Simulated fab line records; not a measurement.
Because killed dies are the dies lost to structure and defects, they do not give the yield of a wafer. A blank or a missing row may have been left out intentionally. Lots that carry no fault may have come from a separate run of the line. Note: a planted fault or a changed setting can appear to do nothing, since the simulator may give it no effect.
Which tool did it? / flow sky130 / 11 lots, 33 wafers sampled, at 3 steps of a route of 708

== WHAT EACH GAUGE READ, for each wafer ==
SKY_GATE_OXIDE_THK_MEAS_02.
lot=L176; measured=day 12 10:43; on=filmMetro-01; GATE_OXIDE_OXIDATION_00_THK (nm)=10.22 9.91 10.00
lot=L178; measured=day 13 06:58; on=filmMetro-02; GATE_OXIDE_OXIDATION_00_THK (nm)=10.38 10.30 10.42
lot=L180; measured=day 14 00:13; on=filmMetro-01; GATE_OXIDE_OXIDATION_00_THK (nm)=10.31 10.45 10.40
lot=L181; measured=day 13 22:31; on=filmMetro-02; GATE_OXIDE_OXIDATION_00_THK (nm)=10.44 10.49 10.64
lot=L183; measured=day 15 01:29; on=filmMetro-04; GATE_OXIDE_OXIDATION_00_THK (nm)=10.26 10.14 10.27
lot=L184; measured=day 15 04:05; on=filmMetro-01; GATE_OXIDE_OXIDATION_00_THK (nm)=10.13 10.17 10.28
lot=L185; measured=day 15 08:07; on=filmMetro-01; GATE_OXIDE_OXIDATION_00_THK (nm)=9.85 10.00 9.88
lot=L186; measured=day 15 21:51; on=filmMetro-01; GATE_OXIDE_OXIDATION_00_THK (nm)=10.22 10.17 10.24
lot=L188; measured=day 16 19:33; on=filmMetro-04; GATE_OXIDE_OXIDATION_00_THK (nm)=10.51 10.64 10.49
lot=L195; measured=day 18 22:34; on=filmMetro-01; GATE_OXIDE_OXIDATION_00_THK (nm)=7.47 7.66 7.35 7.52 7.69 7.42
lot=L196; measured=day 19 08:37; on=filmMetro-01; GATE_OXIDE_OXIDATION_00_THK (nm)=7.66 7.57 7.72 7.72 7.49 7.74

== WHICH TOOL RAN EACH LOT (tool, then ch and the chambers of the sampled wafers, then the start) ==
lot=L176; SKY_DNWELL_STRIP_08=plasmaAsher-04 ch 0,1, day 3 05:44; SKY_GATE_OXIDE_OXIDATION_01=furnace-01 ch 0, day 12 09:18
lot=L178; SKY_DNWELL_STRIP_08=plasmaAsher-04 ch 0,1, day 3 18:53; SKY_GATE_OXIDE_OXIDATION_01=furnace-01 ch 0, day 13 05:32
lot=L180; SKY_DNWELL_STRIP_08=plasmaAsher-04 ch 0,1, day 4 02:08; SKY_GATE_OXIDE_OXIDATION_01=furnace-02 ch 0, day 13 22:47
lot=L181; SKY_DNWELL_STRIP_08=plasmaAsher-01 ch 0,1, day 4 04:50; SKY_GATE_OXIDE_OXIDATION_01=furnace-01 ch 0, day 13 21:05
lot=L183; SKY_DNWELL_STRIP_08=plasmaAsher-03 ch 0,1, day 4 17:53; SKY_GATE_OXIDE_OXIDATION_01=furnace-01 ch 0, day 15 00:05
lot=L184; SKY_DNWELL_STRIP_08=plasmaAsher-04 ch 0,1, day 4 23:23; SKY_GATE_OXIDE_OXIDATION_01=furnace-01 ch 0, day 15 02:40
lot=L185; SKY_DNWELL_STRIP_08=plasmaAsher-01 ch 0,1, day 5 02:32; SKY_GATE_OXIDE_OXIDATION_01=furnace-02 ch 0, day 15 06:43
lot=L186; SKY_DNWELL_STRIP_08=plasmaAsher-03 ch 0,1, day 5 11:29; SKY_GATE_OXIDE_OXIDATION_01=furnace-02 ch 0, day 15 20:27
lot=L188; SKY_DNWELL_STRIP_08=plasmaAsher-03 ch 0,1, day 5 22:47; SKY_GATE_OXIDE_OXIDATION_01=furnace-01 ch 0, day 16 18:08
lot=L195; SKY_DNWELL_STRIP_08=plasmaAsher-04 ch 0,1, day 7 10:59; SKY_GATE_OXIDE_OXIDATION_01=furnace-01 ch 0, day 18 21:09
lot=L196; SKY_DNWELL_STRIP_08=plasmaAsher-04 ch 0,1, day 7 16:26; SKY_GATE_OXIDE_OXIDATION_01=furnace-01 ch 0, day 19 07:12
- SKY_DNWELL_STRIP_08: strips in O2/N2.
- SKY_GATE_OXIDE_OXIDATION_01: stabilise 600 s, purge 300 s, target thk 10.268 nm.

== THE ANSWER, worked out from the rows above alone ==
Rule: what is usual is taken from the lots themselves. Put in order of their means at a reading, lots are off if they are a third of the lots or fewer, leave a main group of 4 or more, and stand apart from it by a gap of 3 or more times the standard deviation of the main group's means; of several such gaps the widest counts. The tables above print the reading to a certain number of digits; a main group whose means all agree to those digits is not used. A lot without any number at a reading at which 4 lots or more have one is off too. Any other lot the step has rows for is counted as sound.
Off: at SKY_GATE_OXIDE_THK_MEAS_02 (GATE_OXIDE_OXIDATION_00_THK), L195, L196. Mean 10.27 nm and standard deviation 0.2 in the main group.
If a tool, at a process step before that reading, ran all the lots that are off and no sound lot after the first of them, it fits. Those tools and the gauges at SKY_GATE_OXIDE_THK_MEAS_02 are tried in the same way. Can't be told from this: 3 tools fit, plasmaAsher-04 at SKY_DNWELL_STRIP_08, furnace-01 at SKY_GATE_OXIDE_OXIDATION_01, filmMetro-01 at SKY_GATE_OXIDE_THK_MEAS_02.

== WHAT THE SIMULATOR PUT IN ==
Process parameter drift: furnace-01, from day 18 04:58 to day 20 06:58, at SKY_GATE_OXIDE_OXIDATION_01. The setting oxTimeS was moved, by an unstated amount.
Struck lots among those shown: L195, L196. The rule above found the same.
